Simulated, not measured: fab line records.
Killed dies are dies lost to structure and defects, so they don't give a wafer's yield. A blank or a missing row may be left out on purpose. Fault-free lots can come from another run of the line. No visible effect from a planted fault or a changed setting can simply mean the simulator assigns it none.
fab line records -- flow sky130
record: lots: 9, wafers: 27, lastDay: 50
route steps=708 shown METAL2@501 METAL3@563
lots untouched by any fault: they come from a run of this same line in which no faults occurred
startH: hours from the record's first day to the start of the lot's first wafer shown -- waitH: hours since the lot's step before -- " identical to the entry in the row above -- L1.1+2: a single row standing in for several wafers -- - no value, or no start given -- * or withheld: withheld -- < > ~ a bound
route shown NAME@n: names a module that has steps shown in the file, with the first one's number in the route -- usual: mean and standard deviation over wafers with no fault -- same: alike in all rows -- chamber/n: place in a boat -- sites: readings site by site -- _std_site: standard deviation across them -- _edge_site: inner sites' mean taken away from outer sites' mean -- radiusMm: how far each site lies from the wafer's centre -- mask NAME#n: copy n -- behind: the most recent tool/chamber to have shaped the wafer -- hold: cause of the lot's hold/its duration in hours/its outcome -- device: names the non-switching transistor (n, p or np) -- end of line: the route-end tests of the same wafers -- a step without rows: its recipe alone -- killed: at the first sort, the dies lost to defects and structure; wafer yield is something else -- map: shows each die of a wafer: x if killed, . if not, _ if none is there
set.NAME: setting as actually run; set.NAME@STEP: the setting as run at that earlier step -- model.NAME: the simulator's own value behind a step, which no gauge read
the route's steps for a sample of lots (tables are steps, rows are wafers)
services: from which hour (startH, from the record's first day; less than 0 if before it) a tool's chamber was out of use, for how many hours, and why
== steps ==
step: SKY_METAL2_ETCH_18
recipe: chemistry: N2/H2, target: BARC, ionEnergyEv: 200, biasW: 100, pressureMtorr: 30, n2FlowSccm: 100, h2FlowSccm: 200, icpW: 500, stopOn: SiO2, timeS: 45.9, targetDepthA: 600
usual: chamberPressureMTorr: 29.997/0.029, drypumpMotorCurrentA: 5.8/0.5, h2FlowSccm: 199.9/0.55, oesProductAu: 0.856/0.0047, rfFwdPowerW: 495.0/1.6, throttleValvePct: 13.225/0.0094
lot.wafer,tool,chamber,startH,waitH,chamberPressureMTorr,drypumpMotorCurrentA,h2FlowSccm,oesProductAu,rfFwdPowerW,rfHoursCounterH,throttleValvePct
L429.2,rieMetal-01,0,816.12,0.0,29.986,6.3,199.6,0.860,494.5,5,13.237
L429.3,rieMetal-01,1,816.12,0.0,29.971,5.2,200.7,0.851,498.5,-,13.214
L429.6,rieMetal-01,1,816.12,0.0,29.971,5.2,200.1,0.847,497.5,-,13.228
L435.1,rieMetal-01,1,867.67,0.0,30.014,5.2,200.5,0.854,498.2,16,13.256
L435.4,rieMetal-01,0,867.67,0.0,30.038,6.3,199.8,0.854,496.3,-,13.223
L435.5,rieMetal-01,0,867.67,0.0,29.990,6.3,200.3,0.865,495.7,-,13.239
L436.1,rieMetal-03,0,899.29,0.0,30.018,5.6,200.2,0.857,497.2,7,13.225
L436.4,rieMetal-03,1,899.29,0.0,29.937,6.0,199.4,0.864,492.0,-,13.239
L436.5,rieMetal-03,1,899.29,0.0,30.020,6.0,200.2,0.861,496.0,-,13.243
L438.2,rieMetal-01,1,900.27,0.0,30.007,5.2,199.9,0.853,497.3,18,13.221
L438.4,rieMetal-01,1,900.27,0.0,29.995,5.2,199.4,0.856,495.6,-,13.221
L438.5,rieMetal-01,1,900.27,0.0,29.977,5.2,200.2,0.852,497.4,-,13.230
L444.3,rieMetal-03,0,927.99,0.0,30.017,5.6,201.1,0.860,496.1,-,13.241
L444.4,rieMetal-03,1,927.99,0.0,29.990,6.0,200.6,0.856,493.4,-,13.212
L444.6,rieMetal-03,1,927.99,0.0,29.998,5.9,201.1,0.852,494.7,-,13.241
L447.1,rieMetal-01,1,945.87,0.0,29.951,5.2,199.3,0.852,496.8,1,13.214
L447.3,rieMetal-01,1,945.87,0.0,29.972,5.2,200.3,0.856,495.9,-,13.221
L447.5,rieMetal-01,0,945.87,0.0,30.001,6.3,199.5,0.852,493.1,-,13.223
L448.2,rieMetal-02,1,954.37,0.0,30.002,5.3,199.5,0.849,496.0,15,13.223
L448.3,rieMetal-02,0,954.37,0.0,30.005,6.6,200.3,0.857,493.8,-,13.218
L448.5,rieMetal-02,0,954.37,0.0,30.008,6.6,199.3,0.859,497.1,-,13.220
L450.2,rieMetal-02,1,966.02,0.0,29.990,5.3,199.3,0.853,496.8,15,13.236
L450.3,rieMetal-02,0,966.02,0.0,29.982,6.6,199.4,0.850,493.5,-,13.227
L450.6,rieMetal-02,0,966.02,0.0,30.009,6.6,199.5,0.859,495.8,-,13.208
L452.2,rieMetal-02,1,981.38,0.0,29.930,5.3,200.2,0.852,493.8,16,13.217
L452.3,rieMetal-02,0,981.38,0.0,30.018,6.6,199.5,0.845,494.7,-,13.215
L452.4,rieMetal-02,1,981.38,0.0,30.004,5.3,200.0,0.858,494.7,-,13.227
step: SKY_METAL2_METAL_ETCH_19
recipe: targetDepthA: 3600, stopOn: SiO2, overEtchFrac: 0.3, timeS: 78, chemistry: Cl2/BCl3, resistSidewallDeg: 88, pressureMtorr: 10, icpW: 900, biasW: 48.5, Cl2_flow_sccm: 60, bcl3FlowSccm: 30
usual: chamberPressureMTorr: 10.000/0.009, drypumpMotorCurrentA: 5.8/0.49, oesProductAu: 0.854/0.0059, rfFwdPowerW: 893.8/2.8, throttleValvePct: 22.265/0.009
lot.wafer,tool,chamber,startH,waitH,chamberPressureMTorr,drypumpMotorCurrentA,oesProductAu,rfFwdPowerW,rfHoursCounterH,throttleValvePct
L429.2,rieMetal-01,0,816.19,0.0,9.993,6.3,0.851,892.6,5,22.261
L429.3,rieMetal-01,1,816.19,0.0,9.985,5.2,0.858,897.8,-,22.272
L429.6,rieMetal-01,1,816.19,0.0,9.989,5.2,0.858,894.5,-,22.256
L435.1,rieMetal-01,1,867.74,0.0,10.017,5.1,0.839,894.0,16,22.256
L435.4,rieMetal-01,0,867.74,0.0,10.005,6.3,0.844,892.8,-,22.261
L435.5,rieMetal-01,0,867.74,0.0,10.003,6.3,0.849,892.7,-,22.262
L436.1,rieMetal-03,0,899.35,0.0,10.010,5.6,0.849,891.6,7,22.279
L436.4,rieMetal-03,1,899.35,0.0,9.997,5.9,0.853,892.2,-,22.251
L436.5,rieMetal-03,1,899.35,0.0,9.996,6.0,0.855,892.6,-,22.257
L438.2,rieMetal-01,1,900.33,0.0,10.004,5.1,0.855,890.8,18,22.264
L438.4,rieMetal-01,1,900.33,0.0,10.001,5.2,0.849,892.5,-,22.276
L438.5,rieMetal-01,1,900.33,0.0,10.003,5.2,0.852,888.0,-,22.287
L444.3,rieMetal-03,0,928.07,0.1,9.997,5.6,0.851,891.1,-,22.261
L444.4,rieMetal-03,1,928.07,0.1,10.008,6.0,0.852,894.0,-,22.250
L444.6,rieMetal-03,1,928.07,0.1,9.994,5.9,0.855,892.3,-,22.260
L447.1,rieMetal-01,1,945.94,0.0,9.990,5.2,0.850,896.9,1,22.269
L447.3,rieMetal-01,1,945.94,0.0,10.017,5.2,0.852,893.7,-,22.273
L447.5,rieMetal-01,0,945.94,0.0,9.983,6.3,0.862,894.2,-,22.259
L448.2,rieMetal-02,1,954.43,0.0,10.011,5.3,0.852,889.0,15,22.263
L448.3,rieMetal-02,0,954.43,0.0,10.000,6.6,0.855,891.4,-,22.273
L448.5,rieMetal-02,0,954.43,0.0,9.982,6.5,0.845,888.6,-,22.259
L450.2,rieMetal-02,1,966.09,0.0,9.999,5.3,0.855,898.1,15,22.268
L450.3,rieMetal-02,0,966.09,0.0,10.010,6.6,0.849,894.7,-,22.279
L450.6,rieMetal-02,0,966.09,0.0,10.003,6.6,0.853,895.1,-,22.253
L452.2,rieMetal-02,1,981.44,0.0,9.985,5.3,0.857,895.2,16,22.263
L452.3,rieMetal-02,0,981.44,0.0,9.992,6.6,0.864,892.0,-,22.264
L452.4,rieMetal-02,1,981.44,0.0,10.011,5.3,0.848,899.6,-,22.272
step: SKY_METAL3_CD_MEAS_13
recipe: targetCdNm: 300
usual: cdNm: 299.9/1.9
lot.wafer,tool,chamber,startH,waitH,cdNm
L429.2,cdSem-01,-,898.32,-,299.5
L429.3,cdSem-01,-,898.32,-,297.9
L429.6,cdSem-01,-,898.32,-,297.9
L435.1,cdSem-02,-,945.88,-,299.9
L435.4,cdSem-02,-,945.88,-,301.0
L435.5,cdSem-02,-,945.88,-,301.3
L436.1,cdSem-01,-,976.49,-,299.5
L436.4,cdSem-01,-,976.49,-,299.0
L436.5,cdSem-01,-,976.49,-,299.6
L438.2,cdSem-01,-,977.66,-,300.4
L438.4,cdSem-01,-,977.66,-,300.8
L438.5,cdSem-01,-,977.66,-,298.4
L444.3,cdSem-01,-,1002.37,-,299.6
L444.4,cdSem-01,-,1002.37,-,299.3
L444.6,cdSem-01,-,1002.37,-,299.1
L447.1,cdSem-01,-,1019.14,-,303.4
L447.3,cdSem-01,-,1019.14,-,304.2
L447.5,cdSem-01,-,1019.14,-,304.7
L448.2,cdSem-02,-,1028.80,-,297.8
L448.3,cdSem-02,-,1028.80,-,297.1
L448.5,cdSem-02,-,1028.80,-,297.0
L450.2,cdSem-02,-,1039.41,-,304.7
L450.3,cdSem-02,-,1039.41,-,303.3
L450.6,cdSem-02,-,1039.41,-,302.6
L452.2,cdSem-02,-,1053.51,-,300.8
L452.3,cdSem-02,-,1053.51,-,300.4
L452.4,cdSem-02,-,1053.51,-,301.2
step: SKY_METAL3_METAL_ETCH_18
recipe: targetDepthA: 8450, stopOn: SiO2, overEtchFrac: 0.3, timeS: 183.1, chemistry: Cl2/BCl3, resistSidewallDeg: 88, pressureMtorr: 10, icpW: 900, biasW: 48.5, Cl2_flow_sccm: 60, bcl3FlowSccm: 30
usual: chamberPressureMTorr: 10.002/0.0088, drypumpMotorCurrentA: 5.7/0.59, oesProductAu: 0.865/0.0072, rfFwdPowerW: 897/3.1, throttleValvePct: 22.265/0.009
lot.wafer,tool,chamber,startH,waitH,chamberPressureMTorr,drypumpMotorCurrentA,oesProductAu,rfFwdPowerW,rfHoursCounterH,throttleValvePct
L429.2,rieMetal-04,0,898.62,0.0,10.004,4.6,0.877,899,13,22.261
L429.3,rieMetal-04,0,898.62,0.0,9.998,4.7,0.870,895,-,22.274
L429.6,rieMetal-04,1,898.62,0.0,9.988,5.8,0.876,891,-,22.261
L435.1,rieMetal-02,0,946.19,0.0,9.991,6.5,0.867,893,5,22.260
L435.4,rieMetal-02,1,946.19,0.0,9.996,5.3,0.859,1040,-,22.255
L435.5,rieMetal-02,0,946.19,0.0,9.998,6.5,0.861,891,-,22.242
L436.1,rieMetal-02,0,976.79,0.0,10.019,6.6,0.864,899,7,22.266
L436.4,rieMetal-02,1,976.79,0.0,10.002,5.2,0.861,1043,-,22.275
L436.5,rieMetal-02,1,976.79,0.0,9.988,5.3,0.859,1039,-,22.280
L438.2,rieMetal-03,0,977.94,0.0,9.996,5.6,0.865,892,10,22.269
L438.4,rieMetal-03,1,977.94,0.0,10.015,6.0,0.860,894,-,22.269
L438.5,rieMetal-03,0,977.94,0.0,10.010,5.6,0.853,894,-,22.265
L444.3,rieMetal-03,0,1002.70,0.1,10.007,5.6,0.863,898,-,22.270
L444.4,rieMetal-03,1,1002.70,0.1,9.996,5.9,0.855,899,-,22.266
L444.6,rieMetal-03,0,1002.70,0.1,9.994,5.6,0.872,897,-,22.269
L447.1,rieMetal-03,1,1019.44,0.0,9.991,6.1,0.860,897,14,22.265
L447.3,rieMetal-03,1,1019.44,0.0,10.001,6.0,0.858,896,-,22.253
L447.5,rieMetal-03,0,1019.44,0.0,10.016,5.6,0.874,899,-,22.261
L448.2,rieMetal-02,1,1029.09,0.0,10.010,5.3,0.862,899,19,22.272
L448.3,rieMetal-02,0,1029.09,0.0,9.996,6.6,0.879,900,-,22.273
L448.5,rieMetal-02,1,1029.09,0.0,9.992,5.3,0.871,901,-,22.257
L450.2,rieMetal-02,1,1039.69,0.0,9.995,5.3,0.868,901,19,22.262
L450.3,rieMetal-02,1,1039.69,0.0,10.002,5.3,0.867,902,-,22.272
L450.6,rieMetal-02,1,1039.69,0.0,10.006,5.3,0.867,903,-,22.261
L452.2,rieMetal-02,1,1053.79,0.0,10.009,5.3,0.851,896,21,22.266
L452.3,rieMetal-02,0,1053.79,0.0,9.990,6.6,0.856,890,-,22.268
L452.4,rieMetal-02,1,1053.79,0.0,10.007,5.3,0.861,900,-,22.275
step: SKY_METAL3_STRIP_19
recipe: chemistry: O2/N2, powerW: 1400, pressureMtorr: 1500, platenTempC: withheld, o2FlowSccm: 3000, n2FlowSccm: 300, overashFraction: 0.5
usual: chamberPressureMTorr: 1500.1/1.5, drypumpMotorCurrentA: 5.6/0.71, oesProductAu: 0.501/0.0077, stripTimeToEndpointS: 6.52/0.14
lot.wafer,tool,chamber,startH,waitH,chamberPressureMTorr,drypumpMotorCurrentA,oesProductAu,rfHoursCounterH,stripTimeToEndpointS
L429.2,plasmaAsher-04,0,898.80,0.1,1501.7,6.7,0.502,12,6.46
L429.3,plasmaAsher-04,0,898.80,0.1,1498.2,6.7,0.508,-,6.46
L429.6,plasmaAsher-04,0,898.80,0.1,1500.1,6.7,0.496,-,6.40
L435.1,plasmaAsher-02,1,946.37,0.1,1499.0,5.9,0.497,113,6.44
L435.4,plasmaAsher-02,0,946.37,0.1,1504.8,5.1,0.476,-,5.89
L435.5,plasmaAsher-02,0,946.37,0.1,1499.0,5.1,0.493,-,6.41
L436.1,plasmaAsher-01,1,976.97,0.1,1500.4,6.2,0.496,84,6.51
L436.4,plasmaAsher-01,0,976.97,0.1,1500.4,5.2,0.472,-,5.96
L436.5,plasmaAsher-01,0,976.97,0.1,1498.8,5.2,0.483,-,5.98
L438.2,plasmaAsher-04,0,978.12,0.1,1503.9,6.7,0.483,20,6.23
L438.4,plasmaAsher-04,0,978.12,0.1,1500.4,6.7,0.501,-,6.65
L438.5,plasmaAsher-04,1,978.12,0.1,1498.7,4.7,0.489,-,6.30
L444.3,plasmaAsher-01,0,1002.85,0.1,1501.5,5.2,0.496,-,6.31
L444.4,plasmaAsher-01,1,1002.85,0.1,1499.7,6.2,0.505,-,6.63
L444.6,plasmaAsher-01,0,1002.85,0.1,1500.8,5.2,0.488,-,6.27
L447.1,plasmaAsher-02,0,1019.62,0.1,1500.1,5.1,0.509,120,6.67
L447.3,plasmaAsher-02,1,1019.62,0.1,1498.5,5.9,0.516,-,6.66
L447.5,plasmaAsher-02,1,1019.62,0.1,1500.0,5.9,0.487,-,6.36
L448.2,plasmaAsher-01,0,1029.26,0.1,1500.7,5.2,0.508,89,6.58
L448.3,plasmaAsher-01,1,1029.26,0.1,1500.2,6.2,0.502,-,6.52
L448.5,plasmaAsher-01,0,1029.26,0.1,1502.6,5.2,0.510,-,6.65
L450.2,plasmaAsher-01,0,1039.87,0.1,1501.5,5.2,0.508,90,6.60
L450.3,plasmaAsher-01,1,1039.87,0.1,1502.0,6.2,0.509,-,6.61
L450.6,plasmaAsher-01,0,1039.87,0.1,1502.0,5.2,0.506,-,6.55
L452.2,plasmaAsher-04,1,1053.97,0.1,1499.7,4.7,0.511,28,6.71
L452.3,plasmaAsher-04,0,1053.97,0.1,1500.9,6.7,0.502,-,6.55
L452.4,plasmaAsher-04,1,1053.97,0.1,1498.2,4.7,0.507,-,6.69
== services ==
tool,chamber,startH,hours,kind
plasmaAsher-01,-,800.76,2.8,pm
rieMetal-01,0,820.17,21.8,repair
rieMetal-02,0,821.67,-,clean
rieMetal-02,0,821.67,19.7,scheduledDown
rieMetal-02,0,821.67,19.7,ventCycle
plasmaAsher-04,-,828.36,8.5,repair
rieMetal-04,-,828.47,1.1,repair
rieMetal-04,0,833.46,16.5,repair
rieMetal-03,-,833.72,0.3,repair
rieMetal-04,1,851.92,-,clean
rieMetal-04,1,851.92,17.3,scheduledDown
rieMetal-04,1,851.92,17.3,ventCycle
rieMetal-03,1,856.02,15.8,repair
plasmaAsher-04,-,861.87,2.8,pm
plasmaAsher-02,-,862.45,2.8,pm
rieMetal-01,1,903.78,-,clean
rieMetal-01,1,903.78,18.3,scheduledDown
rieMetal-01,1,903.78,18.3,ventCycle
rieMetal-01,1,946.88,9.2,repair
rieMetal-01,1,970.98,21.7,repair
rieMetal-03,-,1026.89,2.8,pm
== key ==
firstSign: step: SKY_METAL3_METAL_ETCH_18, reading: rfFwdPowerW, direction: up, sigmas: 46, usual: 897, struck: 1041
effect: step: SKY_METAL3_STRIP_19, reading: stripTimeToEndpointS, direction: down, sigmas: 4, usual: *, struck: *
metAt SKY_METAL3_METAL_ETCH_18
struckLots L435,L436
struckWafers L435.4,L436.4,L436.5
notActingAt SKY_METAL2_ETCH_18,SKY_METAL2_METAL_ETCH_19,SKY_METAL3_CD_MEAS_13
fault: kind: processParameterDrift, tool: rieMetal-02, chamber: 1, onsetH: 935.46, steps: SKY_METAL3_METAL_ETCH_18, channel: icpW, offset: 144, shape: step, endH: 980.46, actsIn: theseRecipesOnly, stated: 900
